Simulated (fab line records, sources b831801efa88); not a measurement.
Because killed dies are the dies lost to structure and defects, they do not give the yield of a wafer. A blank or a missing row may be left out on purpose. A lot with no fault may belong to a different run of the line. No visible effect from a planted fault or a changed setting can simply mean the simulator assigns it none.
Matching of chambers | flow gf180mcu | 4 sister chambers for GF_V1_CMP_04 on cmp-01
The step polishes SiO2. 15 wafers are shown with their chamber, then 7 later ones without.

## EACH WAFER AND ITS CHAMBER
wafer  | chamber | motorCurrentA (A) | slurryFilterDpKPa (kPa) | timeToEndpointS (s)
L126.2 | 2       | 10.5              | 13.42                   | 71
L126.4 | 3       | 12.6              | 13.37                   | 80
L126.5 | 0       | 11.3              | 13.25                   | 75
L127.1 | 1       | 13.5              | 13.57                   | 84
L127.3 | 0       | 11.2              | 13.61                   | 78
L127.6 | 3       | 12.7              | 13.78                   | 82
L131.1 | 2       | 10.7              | 13.38                   | 83
L131.5 | 0       | 11.1              | 13.55                   | 80
L131.6 | 3       | 13.0              | 13.59                   | 87
L132.2 | 0       | 10.7              | 13.55                   | 67
L132.4 | 1       | 14.0              | 13.52                   | 74
L132.6 | 3       | 13.0              | 13.60                   | 73
L133.3 | 3       | 12.7              | 13.63                   | 66
L133.5 | 0       | 11.3              | 13.49                   | 66
L133.6 | 3       | 13.2              | 13.58                   | 75

SIGNATURES (averages over the wafers above)
reading           | chamber 0 | chamber 1 | chamber 2 | chamber 3 | scatter within a chamber
motorCurrentA     | 11.120    | 13.750    | 10.600    | 12.867    | 0.246
slurryFilterDpKPa | 13.4900   | 13.5450   | 13.4000   | 13.5917   | 0.123
timeToEndpointS   | 73.20     | 79.00     | 77.00     | 77.17     | 7.13
Rule: for a wafer and a chamber, the distance is found by dividing, reading by reading, the gap between the wafer's reading and the chamber's mean by the reading's scatter, squaring, summing and taking the root. The wafer belongs to the nearest chamber; if the next one is less than 2 further off, it can't be placed. The scatter: the root of (the sum of the squares of (reading less its chamber's mean) over the shown wafers, divided by (wafers less chambers)).

## WAFERS MISSING THEIR CHAMBER
wafer  | motorCurrentA (A) | slurryFilterDpKPa (kPa) | timeToEndpointS (s)
L134.2 | 10.4              | 13.32                   | 78
L134.3 | 14.0              | 13.51                   | 72
L134.6 | 10.3              | 13.54                   | 81
L143.1 | 13.8              | 13.53                   | 80
L148.3 | 11.1              | 13.46                   | 83
L148.5 | 10.2              | 13.46                   | 91
L148.6 | 12.8              | 13.53                   | 91

## WHICH CHAMBER EACH WENT THROUGH
wafer  | from the rows above     | in truth
L134.2 | 2                       | 2
L134.3 | 1                       | 1
L134.6 | can't be placed: 2 or 0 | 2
L143.1 | 1                       | 1
L148.3 | can't be placed: 0 or 2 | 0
L148.5 | can't be placed: 2 or 0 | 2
L148.6 | 3                       | 3
Placed correctly: 4 of 7. Not placeable from these rows: 3 (in 3, the candidates include the true chamber). Wrongly placed: 0.
